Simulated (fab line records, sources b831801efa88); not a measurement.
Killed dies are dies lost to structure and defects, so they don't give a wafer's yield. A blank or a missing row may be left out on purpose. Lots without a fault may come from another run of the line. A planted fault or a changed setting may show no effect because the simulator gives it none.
A struck lot beside a sound one | flow gf180mcu | 43 steps out of a route of 602
Sound: wafers L671.1, L671.2, L671.4. Struck: wafers L688.1, L688.2, L688.6. The cause comes at the end.
At each step with rows: each side's tool, then ch and its chambers, then its first start. Under that, the readings that differ: sound wafers | struck wafers | difference of the means | sigmas: that difference in standard deviations of wafers without a fault.
alike: readings whose means differ by less than 2 such deviations, and words and numbers that are the same on both sides. not compared: withheld readings, readings that some wafer has no value for, bounds like >300 that may hide the same value, and numbers for which the record gives no deviation and whose values overlap.
The two part at a step that has a row with sigmas, a row that says differs or no value, or rows on one side only. Numbers that don't overlap but have no deviation are shown without sigmas and don't part them. A reading that every wafer of one side lacks parts them only if that side has two wafers or more.

first, 4 steps without rows for these wafers: GF_V2_STRIP_19 (strips in post etch residue remover, time 1200 s); GF_V2_CLEAN_20 (cleans in DIW); GF_V2_SPUTTER_21 (material Ti, target thk 15 nm, time 80.02 s); GF_V2_SPUTTER_22 (material TiN, target thk 10 nm, time 40 s).
GF_V2_CVD_23: deposits W, target thk 350 nm, time 104.94 s.
  sound on cvd_w-02 ch 0,1, day 20 17:11; struck on cvd_w-02 ch 0,1, day 26 10:06
  alike: heater_power_w, susceptor_temp_C
GF_V2_RS_MEAS_24: measures by four-point-probe.
  sound on film_metro-04, day 20 17:18; struck on film_metro-01, day 26 10:13
  alike: V2_W_RS
GF_V2_THK_MEAS_25: measures by xrf.
  sound on film_metro-04, day 20 17:25; struck on film_metro-01, day 26 10:20
  alike: V2_W_THK
then, 1 step without rows for these wafers: GF_V2_CMP_26 (polishes, stops on SiO2, t overpolish 15 s, target thk 0 nm).
GF_M3_SPUTTER_00: material Ti, target thk 37.5 nm, time 150 s.
  sound on pvd_sputter-01, day 20 17:47; struck on pvd_sputter-04, day 26 10:48
  alike: throttle_valve_pct
GF_M3_SPUTTER_01: material TiN, target thk 30 nm, time 25 s.
  sound on pvd_sputter-01, day 20 17:53; struck on pvd_sputter-04, day 26 10:54
  alike: throttle_valve_pct
then, 2 steps without rows for these wafers: GF_M3_SPUTTER_02 (material AlCu, target thk 450 nm, time 23.9 s); GF_M3_SPUTTER_03 (material Ti, target thk 10 nm, time 6.7 s).
GF_M3_SPUTTER_04: material TiN, target thk 50 nm, time 41.7 s.
  sound on pvd_sputter-01, day 20 17:58; struck on pvd_sputter-04, day 26 10:59
  reading                                | sound             | struck            | difference | sigmas
  model.TiN_of_M3_SPUTTER_04.thk_nm (nm) | 50.49 50.65 50.08 | 57.46 57.59 57.26 | +7.03      |
  alike: throttle_valve_pct
GF_M3_RS_MEAS_05: measures by four-point-probe.
  sound on film_metro-03, day 20 18:00; struck on film_metro-04, day 26 11:01
  alike: M3_ALCU_RS
GF_M3_THK_MEAS_06: measures by xrf.
  sound on film_metro-03, day 20 18:07; struck on film_metro-04, day 26 11:08
  alike: M3_ALCU_THK
then, 7 steps without rows for these wafers: GF_M3_DEHYDRATE_07 (time 60 s); GF_M3_HMDS_08 (prime time 60 s); GF_M3_COAT_09 (resist thk 1000 nm); GF_M3_SOFTBAKE_10 (time 60 s); GF_M3_EXPOSE_11 (exposes mask Metal3, target cd 280 nm); GF_M3_PEB_12 (peb time 90 s); GF_M3_DEVELOP_13 (develop time 60 s).
GF_M3_CD_MEAS_14: target cd 280 nm.
  sound on cd_sem-02, day 21 17:28; struck on cd_sem-01, day 27 07:49
  alike: cd_nm
GF_M3_OVL_MEAS_15:
  sound on overlay-02, day 21 17:35; struck on overlay-01, day 27 07:56
  alike: M3_OVL
GF_M3_METAL_ETCH_16: etches the open film in Cl2/BCl3, stops on SiO2, target depth 750.8 nm, time 125.1 s.
  sound on rie_metal-02 ch 0,1, day 21 17:38; struck on rie_metal-04 ch 0,1, day 27 07:58
  alike: drypump_motor_current_A, he_backside_leak_sccm, oes_product_au, throttle_valve_pct
  not compared: rf_hours_counter_h
GF_M3_STRIP_17: strips in O2/N2.
  sound on plasma_asher-02 ch 0,1, day 21 17:46; struck on plasma_asher-02 ch 0,1, day 27 08:06
  alike: drypump_motor_current_A, heater_power_w, oes_product_au, platen_temp_c, strip_time_to_endpoint_s
  not compared: rf_hours_counter_h
then, 3 steps without rows for these wafers: GF_M3_STRIP_18 (strips in post etch residue remover, time 1200 s); GF_M3_CLEAN_19 (cleans in DIW); GF_V3_CVD_00 (deposits SiO2, target thk 600 nm, time 100 s).
GF_V3_THK_MEAS_01:
  sound on film_metro-01, day 21 18:38; struck on film_metro-03, day 27 08:42
  alike: V3_CVD_00_THK
then, 1 step without rows for these wafers: GF_V3_CVD_02 (deposits SiO2 from TEOS, target thk 850 nm, time 94.851 s).
GF_V3_THK_MEAS_03:
  sound on film_metro-01, day 21 18:46; struck on film_metro-04, day 27 08:50
  alike: V3_CVD_02_THK
then, 1 step without rows for these wafers: GF_V3_CMP_04 (polishes SiO2).
GF_V3_BOW_MEAS_05:
  sound on film_metro-01, day 21 19:08; struck on film_metro-03, day 27 09:11
  alike: V3_BOW
then, 8 steps without rows for these wafers: GF_V3_DEHYDRATE_06 (time 60 s); GF_V3_HMDS_07 (prime time 60 s); GF_V3_COAT_08; GF_V3_COAT_09 (resist thk 1000 nm); GF_V3_SOFTBAKE_10 (time 60 s); GF_V3_EXPOSE_11 (exposes mask Via3, target cd 260 nm); GF_V3_PEB_12 (peb time 90 s); GF_V3_DEVELOP_13 (develop time 60 s).
GF_V3_STRIP_19: strips in post etch residue remover, time 1200 s.
  sound on wet_bench-03 ch 2, day 22 17:55; struck on wet_bench-04 ch 0, day 28 05:22
  reading                                | sound             | struck            | difference | sigmas
  model.TiN_of_M3_SPUTTER_04.thk_nm (nm) | 49.65 49.81 49.24 | 56.61 56.74 56.41 | +7.02      |
  alike: bath_guard_temp_C

WHERE THEY PART
Nowhere in this record.

WHY: what the simulator had put in
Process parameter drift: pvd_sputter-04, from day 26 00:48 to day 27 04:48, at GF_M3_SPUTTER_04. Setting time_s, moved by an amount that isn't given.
